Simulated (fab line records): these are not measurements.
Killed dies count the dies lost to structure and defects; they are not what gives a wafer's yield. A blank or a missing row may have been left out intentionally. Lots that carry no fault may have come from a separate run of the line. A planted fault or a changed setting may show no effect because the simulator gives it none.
The tool behind it: which one? + flow sky130 + 12 lots, 36 wafers sampled, at 5 steps of a route of 708

## WHAT EACH GAUGE READ, for each wafer
The record lacks any reading of a measuring or inspecting step that a usual standard deviation could be used to judge.

## WHICH TOOL RAN EACH LOT (tool, then ch and the chambers of the sampled wafers, then the start)
| lot  | SKY_VIA2_SOFTBAKE_08              | SKY_VIA2_STRIP_16                    | SKY_CAPM_SPUTTER_02          | SKY_VIA3_SPUTTER_20          | SKY_PAD_OPEN_PROBE_99   |
|------|-----------------------------------|--------------------------------------|------------------------------|------------------------------|-------------------------|
| L888 | litho-track-03 ch 0, day 35 15:00 | plasma-asher-02 ch 0,1, day 36 04:32 | pvd-sputter-04, day 36 06:02 | pvd-sputter-01, day 39 15:07 | -                       |
| L889 | litho-track-03 ch 0, day 36 05:00 | plasma-asher-02 ch 0,1, day 36 19:47 | pvd-sputter-02, day 36 21:18 | pvd-sputter-01, day 40 03:34 | -                       |
| L890 | litho-track-01 ch 0, day 36 12:00 | plasma-asher-03 ch 1, day 37 01:41   | pvd-sputter-04, day 37 03:14 | pvd-sputter-02, day 40 11:17 | -                       |
| L891 | litho-track-04 ch 0, day 37 12:00 | plasma-asher-03 ch 0,1, day 38 01:59 | pvd-sputter-03, day 38 03:37 | pvd-sputter-01, day 41 08:27 | -                       |
| L892 | litho-track-03 ch 0, day 37 13:00 | plasma-asher-02 ch 0,1, day 38 03:25 | pvd-sputter-03, day 38 05:04 | pvd-sputter-01, day 41 11:21 | -                       |
| L896 | litho-track-03 ch 0, day 38 08:00 | plasma-asher-02 ch 0,1, day 38 21:17 | pvd-sputter-03, day 38 22:51 | pvd-sputter-02, day 42 04:01 | -                       |
| L897 | litho-track-01 ch 0, day 38 16:00 | plasma-asher-03 ch 0, day 39 05:50   | pvd-sputter-03, day 39 07:20 | pvd-sputter-02, day 42 11:44 | -                       |
| L904 | litho-track-01 ch 0, day 40 18:00 | plasma-asher-03 ch 0,1, day 41 07:32 | pvd-sputter-03, day 41 09:02 | pvd-sputter-02, day 44 08:25 | prober-01, day 49 15:55 |
| L906 | litho-track-04 ch 0, day 41 03:00 | plasma-asher-01 ch 0,1, day 41 15:53 | pvd-sputter-03, day 41 17:25 | pvd-sputter-02, day 44 17:47 | -                       |
| L905 | litho-track-01 ch 0, day 41 04:00 | plasma-asher-02 ch 0,1, day 41 17:15 | pvd-sputter-03, day 41 18:45 | pvd-sputter-01, day 44 19:12 | -                       |
| L907 | litho-track-03 ch 0, day 41 07:00 | plasma-asher-01 ch 0,1, day 41 19:30 | pvd-sputter-03, day 41 21:22 | pvd-sputter-03, day 44 22:04 | -                       |
| L911 | litho-track-03 ch 0, day 42 22:00 | plasma-asher-02 ch 0,1, day 43 11:24 | pvd-sputter-03, day 43 12:56 | pvd-sputter-03, day 46 08:58 | -                       |
- SKY_VIA2_SOFTBAKE_08: time 90 s.
- SKY_VIA2_STRIP_16: strips in O2/N2.
- SKY_CAPM_SPUTTER_02: material TiN, target thk 200 nm, time 166.7 s.
- SKY_VIA3_SPUTTER_20: material TiN, target thk 20 nm, time 80 s.
- SKY_PAD_OPEN_PROBE_99

## AS READ BY THE TOOLS THEMSELVES (means over the sampled wafers that have a number; for cases with no such wafer, the mark the record gives instead)
SKY_VIA2_SOFTBAKE_08. Usual: heater-power-total-W 57.35 W, standard deviation 0.12; run-length-s 119.12 s, standard deviation 0.2.
| lot  | tool           | heater-power-total-W (W) | run-length-s (s) | flag |
|------|----------------|--------------------------|------------------|------|
| L888 | litho-track-03 | 57.35                    | 118.89           |      |
| L889 | litho-track-03 | 57.48                    | 118.89           |      |
| L890 | litho-track-01 | 57.29                    | 119.21           |      |
| L891 | litho-track-04 | 57.37                    | 119.13           |      |
| L892 | litho-track-03 | 57.39                    | 118.94           |      |
| L896 | litho-track-03 | 57.36                    | 119.01           |      |
| L897 | litho-track-01 | 57.36                    | 119.46           |      |
| L904 | litho-track-01 | 59.54                    | 108.99           | OFF  |
| L906 | litho-track-04 | 57.30                    | 119.14           |      |
| L905 | litho-track-01 | 59.62                    | 108.86           | OFF  |
| L907 | litho-track-03 | 57.39                    | 118.84           |      |
| L911 | litho-track-03 | 57.39                    | 118.94           |      |

SKY_VIA2_STRIP_16. Usual: drypump-motor-current-A 5.5 A, standard deviation 0.46; oes-product-au 0.399 a.u., standard deviation 0.0046; strip-time-to-endpoint-s 4.048 s, standard deviation 0.022.
| lot  | tool            | drypump-motor-current-A (A) | oes-product-au (a.u.) | strip-time-to-endpoint-s (s) | flag |
|------|-----------------|-----------------------------|-----------------------|------------------------------|------|
| L888 | plasma-asher-02 | 5.8                         | 0.398                 | 4.027                        |      |
| L889 | plasma-asher-02 | 5.8                         | 0.401                 | 4.056                        |      |
| L890 | plasma-asher-03 | 5.3                         | 0.406                 | 4.051                        |      |
| L891 | plasma-asher-03 | 5.4                         | 0.399                 | 4.026                        |      |
| L892 | plasma-asher-02 | 5.8                         | 0.394                 | 4.070                        |      |
| L896 | plasma-asher-02 | 5.8                         | 0.398                 | 4.052                        |      |
| L897 | plasma-asher-03 | 5.5                         | 0.392                 | 4.018                        |      |
| L904 | plasma-asher-03 | 5.4                         | 0.401                 | 4.054                        |      |
| L906 | plasma-asher-01 | 5.0                         | 0.404                 | 4.043                        |      |
| L905 | plasma-asher-02 | 5.8                         | 0.397                 | 4.040                        |      |
| L907 | plasma-asher-01 | 5.0                         | 0.400                 | 4.072                        |      |
| L911 | plasma-asher-02 | 5.8                         | 0.404                 | 4.063                        |      |

SKY_CAPM_SPUTTER_02. Usual: chamber-pressure-pa 0.4001 Pa, standard deviation 0.00079; throttle-valve-pct 30.2 %, standard deviation 0.72.
| lot  | tool           | chamber-pressure-pa (Pa) | throttle-valve-pct (%) | flag |
|------|----------------|--------------------------|------------------------|------|
| L888 | pvd-sputter-04 | 0.3993                   | 29.1                   |      |
| L889 | pvd-sputter-02 | 0.4008                   | 31.5                   |      |
| L890 | pvd-sputter-04 | 0.4001                   | 29.6                   |      |
| L891 | pvd-sputter-03 | 0.3991                   | 30.0                   |      |
| L892 | pvd-sputter-03 | 0.4006                   | 30.3                   |      |
| L896 | pvd-sputter-03 | 0.4000                   | 30.0                   |      |
| L897 | pvd-sputter-03 | 0.3998                   | 30.2                   |      |
| L904 | pvd-sputter-03 | 0.3998                   | 30.0                   |      |
| L906 | pvd-sputter-03 | 0.4006                   | 29.6                   |      |
| L905 | pvd-sputter-03 | 0.3998                   | 29.9                   |      |
| L907 | pvd-sputter-03 | 0.4002                   | 30.2                   |      |
| L911 | pvd-sputter-03 | 0.4003                   | 30.1                   |      |

SKY_VIA3_SPUTTER_20. Usual: chamber-pressure-pa 5.001 Pa, standard deviation 0.011; throttle-valve-pct 30.5 %, standard deviation 0.88.
| lot  | tool           | chamber-pressure-pa (Pa) | throttle-valve-pct (%) | flag |
|------|----------------|--------------------------|------------------------|------|
| L888 | pvd-sputter-01 | 5.019                    | 30.6                   |      |
| L889 | pvd-sputter-01 | 4.990                    | 30.6                   |      |
| L890 | pvd-sputter-02 | 5.009                    | 31.5                   |      |
| L891 | pvd-sputter-01 | 4.999                    | 30.5                   |      |
| L892 | pvd-sputter-01 | 4.997                    | 30.0                   |      |
| L896 | pvd-sputter-02 | 4.989                    | 31.2                   |      |
| L897 | pvd-sputter-02 | 5.000                    | 30.9                   |      |
| L904 | pvd-sputter-02 | 4.998                    | 31.5                   |      |
| L906 | pvd-sputter-02 | 5.005                    | 30.9                   |      |
| L905 | pvd-sputter-01 | 4.988                    | 29.7                   |      |
| L907 | pvd-sputter-03 | 5.005                    | 29.9                   |      |
| L911 | pvd-sputter-03 | 5.010                    | 30.3                   |      |

SKY_PAD_OPEN_PROBE_99. Usual: defect-limited-yield 83.0 %, standard deviation 2; killed_at_M0_to_M3 43, standard deviation 7.1; killed_at_M4_up 3.1, standard deviation 1.7; killed-at-contacts 23, standard deviation 5.1; killed-at-front-end 14, standard deviation 4.4; killed-at-other 0.3, standard deviation 0.47; killed-dies 84, standard deviation 9.9; killed-open 45, standard deviation 6.6; killed-short 38, standard deviation 6.8; sort_bin_3_pad_short 0.8 %, standard deviation 0.4; sort_bin_5_function 10.1 %, standard deviation 1.4; sort_bin_6_memory 6.1 %, standard deviation 1.2; sort-n-pass 408, standard deviation 9.9; sort-yield-pct 83.0 %, standard deviation 2.
| lot  | tool      | defect-limited-yield (%) | killed_at_M0_to_M3 | killed_at_M4_up | killed-at-contacts | killed-at-front-end | killed-at-other | killed-dies | killed-open | killed-short | sort_bin_3_pad_short (%) | sort_bin_5_function (%) | sort_bin_6_memory (%) | sort-n-pass | sort-yield-pct (%) | flag |
|------|-----------|--------------------------|--------------------|-----------------|--------------------|---------------------|-----------------|-------------|-------------|--------------|--------------------------|-------------------------|-----------------------|-------------|--------------------|------|
| L904 | prober-01 | 81.3                     | 48                 | 3.0             | 21                 | 20                  | 0.0             | 92          | 43          | 49           | 0.8                      | 10.4                    | 7.5                   | 400         | 81.3               |      |

## THE ANSWER, worked out from the rows above alone
Rule: a lot is off if the mean of its wafers that have a number lies more than 3 standard deviations from the usual mean. Also off: a lot with no number at a reading for which 4 or more lots have one. Where the step has rows for the other lots, those lots are counted as sound. The gauges are gone through in route order, then the tools' own readings, and for those a lot's mean is taken as printed above. The first step at which some lot is off is used, and at that step the reading that is off furthest; a lot without a number counts as furthest.
Off at SKY_VIA2_SOFTBAKE_08 (run-length-s): L904, L905.
If a tool, at that step or one of the process steps before it, ran each lot that is off and ran no sound lot following the first of them, it fits. One fits: SKY_VIA2_SOFTBAKE_08 on litho-track-01. Its last sound lot is L897 (day 38 16:00), its first lot that is off L904 (day 40 18:00): a fault that began between those two fits.
The tool's own readings at SKY_VIA2_SOFTBAKE_08 bear it out: on the lots that are off they differ by more than 5 times the standard deviation of the sound lots' means. heater-power-total-W reads 59.58 W there against 57.37 W on the sound lots; run-length-s reads 108.92 s there against 119.05 s on the sound lots.

## WHAT WAS PUT IN BY THE SIMULATOR
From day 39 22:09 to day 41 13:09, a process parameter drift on litho-track-01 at SKY_VIA2_SOFTBAKE_08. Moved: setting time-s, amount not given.
Struck lots among those shown: L904, L905. Same finding as the rule above.
